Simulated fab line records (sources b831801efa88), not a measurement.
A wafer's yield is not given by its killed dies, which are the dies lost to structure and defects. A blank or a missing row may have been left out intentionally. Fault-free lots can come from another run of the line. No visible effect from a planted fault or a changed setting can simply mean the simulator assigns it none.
fab line records -- flow sky130 -- part 1 of 2: steps 1 to 23 of 37
record lots=5, wafers=15, lastDay=50
route steps=708 shown FIELD_ISO@8 NWELL@32 DNWELL@35
lots with no fault: from the same line, run without faults
startH: the number of hours between the record's first day and the start of the first shown wafer of the lot -- waitH: hours elapsed since this lot's preceding step -- " unchanged from the row above -- L1.1+2: several wafers, shown together as one row -- - value missing, or start not given -- * or withheld: withheld -- < > ~ a bound
route shown NAME@n: names a module that has steps shown in the file, with the first one's number in the route -- usual: mean/standard deviation of fault-free wafers -- same: alike in all rows -- chamber/n: place in a boat -- sites: per-site readings -- _std_site: the standard deviation of these -- _edge_site: outer sites' mean less inner sites' -- radiusMm: for every site, how far away it sits from the centre of the wafer -- mask NAME#n: copy n -- behind: the most recent tool/chamber to have shaped the wafer -- hold: what put the lot on hold/how long, in hours/how the hold closed -- device: which transistor (n, p or np) failed to switch -- end of line: tests of these same wafers at the route's end -- a step with no rows: only its recipe -- killed: not the wafer's yield, but the dies lost to structure and defects at the first sort -- map: shows each die of a wafer: x if killed, . if not, _ if none is there
set.NAME: the setting as run; set.NAME@STEP: as run at that earlier step -- model.NAME: the simulator's own value behind a step, which no gauge read
a table for each step, a row for each wafer; lots at some steps of the route
services: from which hour (startH, from the record's first day; less than 0 if before it) a tool's chamber was out of use, for how many hours, and why
## steps
# step SKY_FIELD_ISO_COAT_07
# recipe resist=BARC, tempC=withheld, timeS=withheld, spinRpm=3000, resistThkNm=60
# usual dispensePressureKPa=53.2/0.98
lot.wafer,tool,chamber,startH,waitH,dispensePressureKPa
L082.2,lithoTrack-03,0,63.06,0.1,52.7
L082.5,lithoTrack-03,0,63.06,0.1,52.7
L082.6,lithoTrack-03,0,63.06,0.1,52.7
L087.1,lithoTrack-04,0,87.93,0.1,52.4
L087.2,lithoTrack-04,0,87.93,0.1,52.4
L087.4,lithoTrack-04,0,87.93,0.1,52.4
L088.1,lithoTrack-04,0,92.58,0.1,52.4
L088.4,lithoTrack-04,0,92.58,0.1,52.5
L088.5,lithoTrack-04,0,92.58,0.1,52.4
L090.2,lithoTrack-04,0,103.76,0.1,52.5
L090.4,lithoTrack-04,0,103.76,0.1,52.4
L090.5,lithoTrack-04,0,103.76,0.1,52.4
L097.2,lithoTrack-04,0,138.21,0.1,52.5
L097.3,lithoTrack-04,0,138.21,0.1,52.4
L097.5,lithoTrack-04,0,138.21,0.1,52.5
# step SKY_FIELD_ISO_COAT_08
# recipe resist=KrF-thick, spinRpm=3000, resistThkNm=450
# usual dispensePressureKPa=53.2/0.98
lot.wafer,tool,chamber,startH,waitH,dispensePressureKPa
L082.2,lithoTrack-03,0,-,-,52.7
L082.5,lithoTrack-03,0,-,-,52.7
L082.6,lithoTrack-03,0,-,-,52.7
L087.1,lithoTrack-04,0,-,-,52.4
L087.2,lithoTrack-04,0,-,-,52.5
L087.4,lithoTrack-04,0,-,-,52.5
L088.1,lithoTrack-04,0,-,-,52.5
L088.4,lithoTrack-04,0,-,-,52.4
L088.5,lithoTrack-04,0,-,-,52.5
L090.2,lithoTrack-04,0,-,-,52.4
L090.4,lithoTrack-04,0,-,-,52.4
L090.5,lithoTrack-04,0,-,-,52.4
L097.2,lithoTrack-04,0,-,-,52.4
L097.3,lithoTrack-04,0,-,-,52.5
L097.5,lithoTrack-04,0,-,-,52.4
# step SKY_FIELD_ISO_SOFTBAKE_09
# recipe tempC=100, timeS=90, resist=KrF-thick
lot.wafer,tool,chamber,startH,waitH
L082.2+5+6,lithoTrack-03,0,-,-
L087.1+2+4,lithoTrack-04,0,-,-
L088.1+4+5,lithoTrack-04,0,-,-
L090.2+4+5,lithoTrack-04,0,-,-
L097.2+3+5,lithoTrack-04,0,-,-
# step SKY_FIELD_ISO_EXPOSE_10
# recipe maskId=FOM, na=0.68, sourceShape=annular, sigmaInner=0.4, sigmaOuter=0.8, targetCdNm=150, doseMj=28
lot.wafer,tool,chamber,startH,waitH,mask
L082.2+5+6,krfScanner-01,0,-,-,FOM#0
L087.1+2+4,krfScanner-02,0,-,-,FOM#0
L088.1+4+5,krfScanner-02,0,-,-,FOM#0
L090.2+4+5,krfScanner-02,0,-,-,FOM#0
L097.2+3+5,krfScanner-02,0,-,-,FOM#0
# step SKY_FIELD_ISO_PEB_11
# recipe pebTempC=withheld, pebTimeS=withheld, resist=KrF-thick
lot.wafer,tool,chamber,startH,waitH
L082.2+5+6,lithoTrack-04,0,-,-
L087.1+2+4,lithoTrack-03,0,-,-
L088.1+4+5,lithoTrack-04,0,-,-
L090.2+4+5,lithoTrack-04,0,-,-
L097.2+3+5,lithoTrack-01,0,-,-
# step SKY_FIELD_ISO_DEVELOP_12
# recipe developTimeS=60, resist=KrF-thick, devTempC=21
lot.wafer,tool,chamber,startH,waitH
L082.2+5+6,lithoTrack-04,0,-,-
L087.1+2+4,lithoTrack-03,0,-,-
L088.1+4+5,lithoTrack-04,0,-,-
L090.2+4+5,lithoTrack-04,0,-,-
L097.2+3+5,lithoTrack-01,0,-,-
# step SKY_FIELD_ISO_CD_MEAS_13
# recipe targetCdNm=150
# usual cdNm=150.1/1.4
lot.wafer,tool,chamber,startH,waitH,cdNm
L082.2,cdSem-01,-,71.55,-,149.5
L082.5,cdSem-01,-,71.55,-,148.0
L082.6,cdSem-01,-,71.55,-,148.0
L087.1,cdSem-01,-,96.43,-,148.9
L087.2,cdSem-01,-,96.43,-,149.4
L087.4,cdSem-01,-,96.43,-,150.3
L088.1,cdSem-02,-,102.08,-,149.2
L088.4,cdSem-02,-,102.08,-,148.5
L088.5,cdSem-02,-,102.08,-,149.4
L090.2,cdSem-01,-,112.65,-,149.1
L090.4,cdSem-01,-,112.65,-,148.3
L090.5,cdSem-01,-,112.65,-,148.5
L097.2,cdSem-02,-,148.13,-,151.1
L097.3,cdSem-02,-,148.13,-,152.1
L097.5,cdSem-02,-,148.13,-,151.5
# step SKY_FIELD_ISO_ETCH_14
# recipe chemistry=N2/H2, target=BARC, ionEnergyEv=200, sourceW=500, biasW=100, pressureMtorr=30, n2FlowSccm=100, h2FlowSccm=200, stopOn=SiO2, timeS=45.9, targetDepthA=600
# usual biasW=100.0/0.31, drypumpMotorCurrentA=5.7/0.46, h2FlowSccm=200.0/0.54, n2FlowSccm=100.0/0.3, oesProductAu=0.854/0.0046, throttleValvePct=13.225/0.0088
lot.wafer,tool,chamber,startH,waitH,biasW,drypumpMotorCurrentA,h2FlowSccm,n2FlowSccm,oesProductAu,rfHoursCounterH,throttleValvePct
L082.2,rieDiel-02,2,71.65,0.1,100.2,6.5,199.8,100.1,0.862,5,13.227
L082.5,rieDiel-02,0,71.65,0.1,99.7,5.3,200.3,100.4,0.861,-,13.210
L082.6,rieDiel-02,3,71.65,0.1,100.1,5.9,199.9,100.0,0.852,-,13.222
L087.1,rieDiel-01,0,96.55,0.1,99.6,6.0,199.5,100.5,0.856,63,13.225
L087.2,rieDiel-01,2,96.55,0.1,100.2,5.6,200.0,100.2,0.853,16,13.216
L087.4,rieDiel-01,1,96.55,0.1,99.9,6.0,199.6,99.4,0.851,6,13.231
L088.1,rieDiel-01,3,102.20,0.1,100.4,5.9,200.6,100.0,0.855,24,13.200
L088.4,rieDiel-01,0,102.20,0.1,100.0,6.0,199.8,100.0,0.855,63,13.225
L088.5,rieDiel-01,1,102.20,0.1,99.2,6.0,200.1,99.5,0.851,-,13.222
L090.2,rieDiel-01,1,112.75,0.1,99.6,6.0,200.0,100.0,0.851,6,13.228
L090.4,rieDiel-01,2,112.75,0.1,99.9,5.6,200.2,100.1,0.854,16,13.227
L090.5,rieDiel-01,2,112.75,0.1,100.2,5.6,200.3,100.6,0.852,-,13.229
L097.2,rieDiel-01,3,148.23,0.1,99.9,5.8,200.2,99.8,0.857,25,13.224
L097.3,rieDiel-01,0,148.23,0.1,99.5,6.0,200.3,99.5,0.863,63,13.238
L097.5,rieDiel-01,1,148.23,0.1,99.6,6.0,200.8,100.1,0.864,-,13.224
# step SKY_FIELD_ISO_ETCH_15
# recipe chemistry=CHF3/O2, targetDepthNm=180, stopOn=Si, sourceW=600, biasW=200, pressureMtorr=40, chf3FlowSccm=50, O2_flow_sccm=5, timeS=72
# usual biasW=199.8/0.7, drypumpMotorCurrentA=5.7/0.45, oesProductAu=0.944/0.007, throttleValvePct=8.845/0.0098
lot.wafer,tool,chamber,startH,waitH,biasW,drypumpMotorCurrentA,oesProductAu,rfHoursCounterH,throttleValvePct
L082.2,rieDiel-02,2,71.70,0.0,200.3,6.5,0.959,5,8.866
L082.5,rieDiel-02,0,71.70,0.0,200.7,5.3,0.943,-,8.847
L082.6,rieDiel-02,3,71.70,0.0,200.2,5.9,0.946,-,8.833
L087.1,rieDiel-01,0,96.59,0.0,199.5,6.0,0.960,63,8.843
L087.2,rieDiel-01,2,96.59,0.0,200.9,5.6,0.956,16,8.849
L087.4,rieDiel-01,1,96.59,0.0,199.6,6.0,0.956,6,8.850
L088.1,rieDiel-01,3,102.25,0.0,200.0,5.8,0.942,24,8.844
L088.4,rieDiel-01,0,102.25,0.0,199.3,6.0,0.949,63,8.844
L088.5,rieDiel-01,1,102.25,0.0,200.8,6.0,0.945,-,8.819
L090.2,rieDiel-01,1,112.80,0.0,199.5,6.0,0.952,6,8.844
L090.4,rieDiel-01,2,112.80,0.0,200.2,5.6,0.955,16,8.847
L090.5,rieDiel-01,2,112.80,0.0,201.0,5.6,0.948,-,8.846
L097.2,rieDiel-01,3,148.27,0.0,200.1,5.9,0.945,25,8.848
L097.3,rieDiel-01,0,148.27,0.0,200.6,6.0,0.945,63,8.842
L097.5,rieDiel-01,1,148.27,0.0,199.6,6.0,0.945,-,8.845
# step SKY_FIELD_ISO_STRIP_16
# recipe chemistry=O2/N2, powerW=1400, pressureMtorr=1500, platenTempC=withheld, o2FlowSccm=3000, n2FlowSccm=300, overashFraction=0.5
# usual drypumpMotorCurrentA=5.8/0.51, n2FlowSccm=299.9/0.95, oesProductAu=0.377/0.0052, stripTimeToEndpointS=3.53/0.04
lot.wafer,tool,chamber,startH,waitH,drypumpMotorCurrentA,n2FlowSccm,oesProductAu,rfHoursCounterH,stripTimeToEndpointS
L082.2,plasmaAsher-01,0,71.75,0.0,5.3,299.5,0.385,36,3.58
L082.5,plasmaAsher-01,0,71.75,0.0,5.2,299.1,0.383,-,3.59
L082.6,plasmaAsher-01,1,71.75,0.0,5.3,299.1,0.371,-,3.43
L087.1,plasmaAsher-03,1,96.65,0.0,6.7,298.3,0.371,43,3.49
L087.2,plasmaAsher-03,0,96.65,0.0,5.9,299.3,0.371,43,3.46
L087.4,plasmaAsher-03,1,96.65,0.0,6.7,299.9,0.372,-,3.53
L088.1,plasmaAsher-02,0,102.30,0.0,5.7,299.4,0.378,40,3.53
L088.4,plasmaAsher-02,0,102.30,0.0,5.7,299.7,0.379,-,3.53
L088.5,plasmaAsher-02,1,102.30,0.0,5.4,300.5,0.374,-,3.51
L090.2,plasmaAsher-02,1,112.85,0.0,5.4,298.4,0.373,42,3.52
L090.4,plasmaAsher-02,0,112.85,0.0,5.7,300.7,0.376,-,3.45
L090.5,plasmaAsher-02,0,112.85,0.0,5.7,302.1,0.356,-,3.46
L097.2,plasmaAsher-01,1,148.33,0.0,5.3,301.9,0.372,44,3.54
L097.3,plasmaAsher-01,1,148.33,0.0,5.3,301.1,0.379,-,3.53
L097.5,plasmaAsher-01,0,148.33,0.0,5.2,300.0,0.370,-,3.54
# step SKY_FIELD_ISO_ETCH_17
# recipe targetDepthA=3420, maskMaterial=Si3N4, chemistry=HBr/Cl2/O2, target=Si, taperDeg=5, icpW=600, biasW=150, pressureMtorr=15, HBr_flow_sccm=150, Cl2_flow_sccm=40, O2_flow_sccm=6, timeS=97.7
# usual biasW=150.0/0.43, drypumpMotorCurrentA=5.6/0.43, oesProductAu=0.989/0.012, throttleValvePct=25.663/0.012
lot.wafer,tool,chamber,startH,waitH,biasW,drypumpMotorCurrentA,oesProductAu,rfHoursCounterH,throttleValvePct
L082.2,rieSi-01,0,71.85,0.1,149.6,6.7,0.972,99,25.669
L082.5,rieSi-01,2,71.85,0.1,149.9,5.6,0.998,-,25.665
L082.6,rieSi-01,3,71.85,0.1,149.5,5.9,1.001,-,25.653
L087.1,rieSi-02,1,96.75,0.1,150.7,5.4,0.978,82,25.673
L087.2,rieSi-02,2,96.75,0.1,150.3,5.4,0.985,20,25.667
L087.4,rieSi-02,0,96.75,0.1,150.1,5.4,0.974,58,25.677
L088.1,rieSi-02,0,102.40,0.1,150.7,5.4,0.969,58,25.661
L088.4,rieSi-02,1,102.40,0.1,149.3,5.4,0.975,82,25.661
L088.5,rieSi-02,2,102.40,0.1,149.5,5.4,0.985,-,25.670
L090.2,rieSi-01,2,112.95,0.1,149.9,5.6,0.971,131,25.660
L090.4,rieSi-01,0,112.95,0.1,149.9,6.7,0.977,99,25.676
L090.5,rieSi-01,2,112.95,0.1,149.5,5.6,0.978,-,25.665
L097.2,rieSi-02,2,148.43,0.1,149.4,5.4,0.996,21,25.662
L097.3,rieSi-02,1,148.43,0.1,150.1,5.4,0.999,82,25.662
L097.5,rieSi-02,0,148.43,0.1,150.4,5.3,0.987,-,25.663
# step SKY_FIELD_ISO_WET_ETCH_18
# recipe chemistry=H3PO4, targetDepthNm=25, tempC=160, target=Si3N4, timeS=286
# usual bathHeatDutyPct=26.1/2.3
lot.wafer,tool,chamber,startH,waitH,bathHeatDutyPct
L082.2,wetBench-02,0,71.92,0.0,24.4
L082.5,wetBench-02,0,71.92,0.0,24.1
L082.6,wetBench-02,0,71.92,0.0,22.1
L087.1,wetBench-04,1,96.82,0.0,28.4
L087.2,wetBench-04,1,96.82,0.0,30.3
L087.4,wetBench-04,1,96.82,0.0,27.1
L088.1,wetBench-02,2,102.47,0.0,24.7
L088.4,wetBench-02,2,102.47,0.0,24.4
L088.5,wetBench-02,2,102.47,0.0,24.0
L090.2,wetBench-03,2,113.02,0.0,29.1
L090.4,wetBench-03,2,113.02,0.0,28.9
L090.5,wetBench-03,2,113.02,0.0,29.4
L097.2,wetBench-02,0,148.50,0.0,24.3
L097.3,wetBench-02,0,148.50,0.0,24.3
L097.5,wetBench-02,0,148.50,0.0,23.9
# step SKY_FIELD_ISO_CLEAN_19
# recipe chemistry=SC1/SC2, mix=1:4:20, tempC=70, timeS=150
# usual bathHeatDutyPct=13.2/1.2
lot.wafer,tool,chamber,startH,waitH,bathHeatDutyPct
L082.2,wetBench-03,0,72.01,0.0,13.3
L082.5,wetBench-03,0,72.01,0.0,12.4
L082.6,wetBench-03,0,72.01,0.0,12.9
L087.1,wetBench-02,1,96.91,0.0,11.9
L087.2,wetBench-02,1,96.91,0.0,12.4
L087.4,wetBench-02,1,96.91,0.0,12.5
L088.1,wetBench-03,1,102.56,0.0,12.9
L088.4,wetBench-03,1,102.56,0.0,13.0
L088.5,wetBench-03,1,102.56,0.0,14.2
L090.2,wetBench-02,2,113.12,0.0,12.2
L090.4,wetBench-02,2,113.12,0.0,12.0
L090.5,wetBench-02,2,113.12,0.0,12.3
L097.2,wetBench-03,2,148.67,0.0,14.3
L097.3,wetBench-03,2,148.67,0.0,14.3
L097.5,wetBench-03,2,148.67,0.0,14.0
# step SKY_FIELD_ISO_CLEAN_20
# recipe chemistry=dHF, timeS=20, dilution=100:1
lot.wafer,tool,chamber,startH,waitH
L082.2+5+6,wetBench-02,2,72.07,0.0
L087.1+2+4,wetBench-03,0,96.96,0.0
L088.1+4+5,wetBench-04,0,102.62,0.0
L090.2+4+5,wetBench-03,2,113.17,0.0
L097.2+3+5,wetBench-04,3,148.73,0.0
# step SKY_FIELD_ISO_WET_ETCH_21
# recipe chemistry=dHF, dilution=100:1, targetDepthNm=20, dry=ipaMarangoni, target=SiO2, tempC=25, timeS=400
# usual bathHeatDutyPct=6.1/0.73
lot.wafer,tool,chamber,startH,waitH,bathHeatDutyPct
L082.2,wetBench-03,2,72.08,0.0,6.6
L082.5,wetBench-03,2,72.08,0.0,6.9
L082.6,wetBench-03,2,72.08,0.0,6.2
L087.1,wetBench-04,3,96.97,0.0,6.5
L087.2,wetBench-04,3,96.97,0.0,6.3
L087.4,wetBench-04,3,96.97,0.0,6.7
L088.1,wetBench-02,1,102.63,0.0,5.1
L088.4,wetBench-02,1,102.63,0.0,5.2
L088.5,wetBench-02,1,102.63,0.0,4.9
L090.2,wetBench-02,1,113.18,0.0,5.7
L090.4,wetBench-02,1,113.18,0.0,5.6
L090.5,wetBench-02,1,113.18,0.0,6.1
L097.2,wetBench-03,2,148.74,0.0,6.6
L097.3,wetBench-03,2,148.74,0.0,6.8
L097.5,wetBench-03,2,148.74,0.0,6.2
# step SKY_FIELD_ISO_OXIDATION_22
# recipe tempC=950, ambient=O2, stabiliseS=600, purgeS=300, targetThkA=100, oxTimeS=623
# usual zonePowerCentrePct=21.0/1.7
lot.wafer,tool,chamber,startH,waitH,zonePowerCentrePct
L082.2,furnace-02,0,72.46,0.3,22.8
L082.5,furnace-02,0,72.46,0.3,22.9
L082.6,furnace-02,0,72.46,0.3,22.7
L087.1,furnace-02,0,97.09,0.0,22.9
L087.2,furnace-02,0,97.09,0.0,22.9
L087.4,furnace-02,0,97.09,0.0,22.9
L088.1,furnace-01,0,102.75,0.0,19.7
L088.4,furnace-01,0,102.75,0.0,19.3
L088.5,furnace-01,0,102.75,0.0,19.6
L090.2,furnace-02,0,113.30,0.0,23.0
L090.4,furnace-02,0,113.30,0.0,23.1
L090.5,furnace-02,0,113.30,0.0,22.8
L097.2,furnace-01,0,148.87,0.0,19.8
L097.3,furnace-01,0,148.87,0.0,19.6
L097.5,furnace-01,0,148.87,0.0,19.6
# step SKY_FIELD_ISO_THK_MEAS_23
# recipe reads=SiO2_of_FIELD_ISO_OXIDATION_22
# usual FIELD_ISO_OXIDATION_01_THK=9.96/0.22
lot.wafer,tool,chamber,startH,waitH,FIELD_ISO_OXIDATION_01_THK[nm]
L082.2,filmMetro-01,-,73.65,0.0,9.76
L082.5,filmMetro-01,-,73.65,0.0,9.65
L082.6,filmMetro-01,-,73.65,0.0,9.59
L087.1,filmMetro-04,-,98.27,0.0,10.15
L087.2,filmMetro-04,-,98.27,0.0,10.07
L087.4,filmMetro-04,-,98.27,0.0,10.18
L088.1,filmMetro-03,-,103.92,0.0,10.01
L088.4,filmMetro-03,-,103.92,0.0,10.17
L088.5,filmMetro-03,-,103.92,0.0,10.16
L090.2,filmMetro-01,-,114.49,0.0,10.51
L090.4,filmMetro-01,-,114.49,0.0,10.33
L090.5,filmMetro-01,-,114.49,0.0,10.37
L097.2,filmMetro-04,-,150.05,0.0,9.52
L097.3,filmMetro-04,-,150.05,0.0,9.58
L097.5,filmMetro-04,-,150.05,0.0,9.63
# step SKY_FIELD_ISO_CVD_24
# recipe material=SiO2, targetThkNm=595, tempC=650, sigmaOpenFrac=0.3, timeS=99.2, sih4FlowSccm=60, pressureMtorr=6
# usual pressureMtorr=5.998/0.012
lot.wafer,tool,chamber,startH,waitH,pressureMtorr
L082.2,hdpcvd-02,2,73.70,0.0,6.000
L082.5,hdpcvd-02,2,73.70,0.0,5.996
L082.6,hdpcvd-02,1,73.70,0.0,5.998
L087.1,hdpcvd-02,0,98.33,0.1,6.019
L087.2,hdpcvd-02,2,98.33,0.1,5.988
L087.4,hdpcvd-02,1,98.33,0.1,6.011
L088.1,hdpcvd-02,1,103.98,0.1,5.991
L088.4,hdpcvd-02,0,103.98,0.1,5.987
L088.5,hdpcvd-02,2,103.98,0.1,6.011
L090.2,hdpcvd-02,0,114.54,0.0,6.007
L090.4,hdpcvd-02,2,114.54,0.0,6.016
L090.5,hdpcvd-02,1,114.54,0.0,5.994
L097.2,hdpcvd-01,1,150.10,0.0,6.009
L097.3,hdpcvd-01,0,150.10,0.0,5.985
L097.5,hdpcvd-01,0,150.10,0.0,6.004
# step SKY_FIELD_ISO_THK_MEAS_25
# recipe reads=SiO2_of_FIELD_ISO_CVD_24
# usual FIELD_ISO_CVD_24_THK=590/9.2
lot.wafer,tool,chamber,startH,waitH,FIELD_ISO_CVD_24_THK[nm]
L082.2,filmMetro-04,-,73.78,0.0,570
L082.5,filmMetro-04,-,73.78,0.0,580
L082.6,filmMetro-04,-,73.78,0.0,592
L087.1,filmMetro-03,-,98.40,0.0,589
L087.2,filmMetro-03,-,98.40,0.0,579
L087.4,filmMetro-03,-,98.40,0.0,595
L088.1,filmMetro-04,-,104.05,0.0,596
L088.4,filmMetro-04,-,104.05,0.0,589
L088.5,filmMetro-04,-,104.05,0.0,586
L090.2,filmMetro-04,-,114.62,0.0,579
L090.4,filmMetro-04,-,114.62,0.0,580
L090.5,filmMetro-04,-,114.62,0.0,591
L097.2,filmMetro-03,-,150.19,0.0,600
L097.3,filmMetro-03,-,150.19,0.0,603
L097.5,filmMetro-03,-,150.19,0.0,605
# step SKY_FIELD_ISO_ANNEAL_26
# recipe tempC=1000, timeS=1800, ambient=N2
# usual zonePowerCentrePct=23.8/1.9
lot.wafer,tool,chamber,startH,waitH,zonePowerCentrePct
L082.2,furnace-01,0,73.83,0.0,21.8
L082.5,furnace-01,0,73.83,0.0,21.9
L082.6,furnace-01,0,73.83,0.0,21.7
L087.1,furnace-02,0,98.46,0.1,25.4
L087.2,furnace-02,0,98.46,0.1,25.8
L087.4,furnace-02,0,98.46,0.1,25.4
L088.1,furnace-02,0,104.11,0.1,25.6
L088.4,furnace-02,0,104.11,0.1,25.4
L088.5,furnace-02,0,104.11,0.1,25.2
L090.2,furnace-01,0,115.61,1.0,21.7
L090.4,furnace-01,0,115.61,1.0,21.8
L090.5,furnace-01,0,115.61,1.0,21.9
L097.2,furnace-01,0,151.58,1.4,22.1
L097.3,furnace-01,0,151.58,1.4,21.4
L097.5,furnace-01,0,151.58,1.4,22.0
# step SKY_FIELD_ISO_CMP_27
# recipe stopOn=Si3N4, tOverpolishS=16, downForcePsi=4, platenRpm=60, targetThkNm=457.8, padVelocityMS=0.94248
# usual motorCurrentA=12.0/0.77, overpolishRunS=16.000/0.009, timeToEndpointS=114/5.7
lot.wafer,tool,chamber,startH,waitH,motorCurrentA,overpolishRunS,timeToEndpointS
L082.2,cmp-01,2,75.43,0.1,12.2,16.003,123
L082.6,cmp-01,0,75.43,0.1,12.8,16.020,126
L082.5,cmp-01,1,75.43,0.1,12.9,16.003,111
L087.2,cmp-01,1,99.96,0.0,12.5,15.995,101
L087.1,cmp-01,3,99.96,0.0,11.8,15.991,119
L087.4,cmp-01,0,99.96,0.0,12.9,15.994,118
L088.4,cmp-01,2,105.61,0.0,12.0,16.003,120
L088.1,cmp-01,3,105.61,0.0,11.9,16.003,124
L088.5,cmp-01,2,105.61,0.0,11.8,16.000,120
L090.2,cmp-01,3,117.11,0.0,12.3,15.987,119
L090.4,cmp-01,1,117.11,0.0,12.5,15.986,104
L090.5,cmp-01,0,117.11,0.0,13.2,15.989,119
L097.2,cmp-01,0,153.13,0.1,13.1,15.990,117
L097.3,cmp-01,1,153.13,0.1,12.5,15.980,106
L097.5,cmp-01,3,153.13,0.1,12.0,15.995,120
# step SKY_FIELD_ISO_WET_ETCH_28
# recipe chemistry=dHF, targetDepthNm=23.7, target=SiO2, dilution=10:1, tempC=25, timeS=47
# usual bathHeatDutyPct=6.2/0.67
lot.wafer,tool,chamber,startH,waitH,bathHeatDutyPct
L082.2,wetBench-02,0,75.63,0.1,5.8
L082.5,wetBench-02,0,75.63,0.1,5.3
L082.6,wetBench-02,0,75.63,0.1,5.8
L087.1,wetBench-03,0,100.26,0.1,6.1
L087.2,wetBench-03,0,100.26,0.1,5.5
L087.4,wetBench-03,0,100.26,0.1,6.0
L088.1,wetBench-03,0,105.91,0.2,5.9
L088.4,wetBench-03,0,105.91,0.2,6.3
L088.5,wetBench-03,0,105.91,0.2,5.6
L090.2,wetBench-03,0,117.41,0.2,6.3
L090.4,wetBench-03,0,117.41,0.2,5.7
L090.5,wetBench-03,0,117.41,0.2,6.5
L097.2,wetBench-02,1,153.38,0.2,5.5
L097.3,wetBench-02,1,153.38,0.2,4.8
L097.5,wetBench-02,1,153.38,0.2,5.6
# step SKY_FIELD_ISO_WET_ETCH_29
# recipe chemistry=H3PO4, targetDepthNm=160, target=Si3N4, tempC=160, timeS=1825
# usual bathHeatDutyPct=26.9/2.5
lot.wafer,tool,chamber,startH,waitH,bathHeatDutyPct
L082.2,wetBench-04,0,75.65,0.0,21.1
L082.5,wetBench-04,0,75.65,0.0,22.9
L082.6,wetBench-04,0,75.65,0.0,22.7
L087.1,wetBench-04,3,100.28,0.0,26.4
L087.2,wetBench-04,3,100.28,0.0,28.0
L087.4,wetBench-04,3,100.28,0.0,29.1
L088.1,wetBench-04,1,105.94,0.0,30.2
L088.4,wetBench-04,1,105.94,0.0,29.8
L088.5,wetBench-04,1,105.94,0.0,27.4
L090.2,wetBench-02,3,117.43,0.0,30.4
L090.4,wetBench-02,3,117.43,0.0,27.5
L090.5,wetBench-02,3,117.43,0.0,27.8
L097.2,wetBench-03,3,153.42,0.0,28.1
L097.3,wetBench-03,3,153.42,0.0,27.8
L097.5,wetBench-03,3,153.42,0.0,27.3
